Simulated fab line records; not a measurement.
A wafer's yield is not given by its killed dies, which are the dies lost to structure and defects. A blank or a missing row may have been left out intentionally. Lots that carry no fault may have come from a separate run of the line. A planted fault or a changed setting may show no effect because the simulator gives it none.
Which tool did it?    flow sky130    Sampling: 13 lots, 39 wafers, 3 of 708 route steps

## WHAT EACH GAUGE READ, for each wafer
SKY_SD_N_TW_MEAS_12.
lot   measured      on             SD_N_TW
L818  day 27 18:07  film_metro-01  4067 4042 4047
L819  day 28 02:29  film_metro-01  4013 4013 4016
L820  day 28 11:49  film_metro-01  4014 4005 4003
L821  day 29 03:22  film_metro-01  4013 4023 4019
L822  day 29 16:36  film_metro-03  4008 3972 4004
L824  day 30 04:52  film_metro-03  3990 3957 3955
L826  day 30 21:05  film_metro-03  3946 3969 3980
L829  day 31 18:52  film_metro-04  3981 3991 3992
L830  day 32 14:54  film_metro-01  3998 3995 3991
L837  day 34 06:17  film_metro-04  3990 4009 3984
L839  day 34 22:07  film_metro-03  4045 4038 4026
L840  day 35 05:25  film_metro-03  4025 4008 4026
L841  day 35 08:06  film_metro-01  3991 3994 4017

SKY_LI_CONTACT_CD_MEAS_12: target cd 170 nm.
lot   measured      on         cd_nm (nm)
L818  day 29 00:18  cd_sem-02  169.1 171.2 170.6
L819  day 29 08:44  cd_sem-01  168.9 170.8 170.2
L820  day 29 17:25  cd_sem-02  171.4 170.7 170.6
L821  day 30 09:11  cd_sem-02  171.1 170.3 170.1
L822  day 30 21:00  cd_sem-01  168.2 167.8 168.3
L824  day 31 09:30  cd_sem-02  170.9 170.5 171.0
L826  day 32 01:05  cd_sem-02  170.3 168.9 170.9
L829  day 33 00:20  cd_sem-01  168.9 170.4 170.4
L830  day 33 18:21  cd_sem-02  170.4 171.1 170.0
L837  day 35 10:32  cd_sem-02  171.7 170.8 171.9
L839  day 36 02:29  cd_sem-02  169.0 170.8 170.0
L840  day 36 09:07  cd_sem-01  169.5 169.5 170.8
L841  day 36 11:54  cd_sem-01  171.7 172.3 173.1

SKY_LOCAL_INTERCONNECT_OVL_MEAS_12.
lot   measured      on          LOCAL_INTERCONNECT_OVL (nm)
L818  day 30 06:43  overlay-01  -7 -3 -3
L819  day 30 14:32  overlay-01  0 6 -2
L820  day 30 22:23  overlay-02  0 -2 -6
L821  day 31 14:51  overlay-01  -3 -10 -4
L822  day 32 02:49  overlay-01  -1 1 5
L824  day 32 14:20  overlay-01  -2 -6 -10
L826  day 33 05:53  overlay-02  7 2 -2
L829  day 34 05:15  overlay-02  -3 1 2
L830  day 34 21:50  overlay-02  3 -1 1
L837  day 36 14:35  overlay-01  2 1 0
L839  day 37 05:47  overlay-01  -4 3 -1
L840  day 37 12:32  overlay-02  -6 2 2
L841  day 37 15:29  overlay-01  1 -5 -3

## WHAT TOOL EACH LOT RAN ON (gives the tool, then ch and the chambers of the sampled wafers, and finally the start)
No process step before these readings appears in the record.

## WHAT THE TOOLS THEMSELVES READ (means of the sampled wafers that have a number; where no wafer has one, the mark that the record gives instead)
The record holds no such reading with a usual standard deviation.

## THE ANSWER, worked out from the rows above alone
Rule: usual is defined by the lots themselves. Put in order of their means at a reading, lots are off if they are a third of the lots or fewer, leave a main group of 4 or more, and stand apart from it by a gap of 3 or more times the standard deviation of the main group's means; of several such gaps the widest counts. If all means in a main group match to the digits the tables above print for the reading, that group is not used. A lot without any number at a reading at which 4 lots or more have one is off too. The other lots that the step has rows for count as sound. After the gauges, taken in route order, come the tools' own readings; for these a lot's mean is taken, as printed above. The first step at which some lot is off is used, and at that step the reading that is off furthest; a lot without a number counts as furthest.
No lot is off on any of the readings shown, so nothing can be concluded from this.

## WHAT THE SIMULATOR HAD INSERTED
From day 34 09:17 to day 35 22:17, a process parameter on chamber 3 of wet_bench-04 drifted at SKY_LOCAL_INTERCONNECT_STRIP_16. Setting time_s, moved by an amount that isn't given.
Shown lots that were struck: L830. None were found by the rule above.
